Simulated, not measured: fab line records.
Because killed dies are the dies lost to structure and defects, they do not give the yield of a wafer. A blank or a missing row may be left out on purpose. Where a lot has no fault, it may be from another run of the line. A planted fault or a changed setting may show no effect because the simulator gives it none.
Matching of chambers	flow sky130	SKY_VIA1_ETCH_15 on rie-diel-01 has 4 sister chambers
The step etches SiO2 in C4F8/O2/Ar, stops on TiN, target depth 351 nm, time 54 s. 4 wafers are shown with their chamber, then 12 later ones without.

## WAFERS, EACH WITH ITS CHAMBER
wafer	chamber	bias-w (W)
L086.6	1	1193
L088.5	2	1205
L089.3	3	1194
L089.5	0	1202

## WAFERS WITH NO CHAMBER GIVEN
wafer	bias-w (W)
L090.1	1196
L090.4	1207
L090.6	1195
L091.3	1199
L091.5	1199
L091.6	1202
L095.1	1196
L095.2	1205
L095.4	1200
L097.2	1201
L097.3	1196
L097.5	1195

## CHAMBER TAKEN BY EACH
wafer	from the rows above	in truth
L090.1	can't be placed: 3 or 1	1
L090.4	can't be placed: 2 or 0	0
L090.6	can't be placed: 3 or 1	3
L091.3	can't be placed: 0 or 3 or 1 or 2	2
L091.5	can't be placed: 0 or 3 or 1 or 2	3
L091.6	can't be placed: 0 or 2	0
L095.1	can't be placed: 3 or 1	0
L095.2	can't be placed: 2 or 0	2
L095.4	can't be placed: 0 or 2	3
L097.2	can't be placed: 0 or 2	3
L097.3	can't be placed: 3 or 1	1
L097.5	can't be placed: 3 or 1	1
Correctly placed: 0 of 12. Can't be placed from these rows: 12 (the true chamber is among the candidates in 9). 0 placed wrongly.
How it was worked out, from the rows above alone: a wafer's distance from a chamber is the root of the sum, over the readings, of the square of ((its reading less the chamber's mean) divided by the reading's scatter). If the next closest chamber is less than 2 further off than the closest, the wafer can't be placed; otherwise it belongs to the closest. For every chamber, the mean is computed from those of its wafers that are shown. The scatter: with one shown wafer a chamber, the root of the mean of the squares of how far each hidden wafer lies from its nearest shown one.
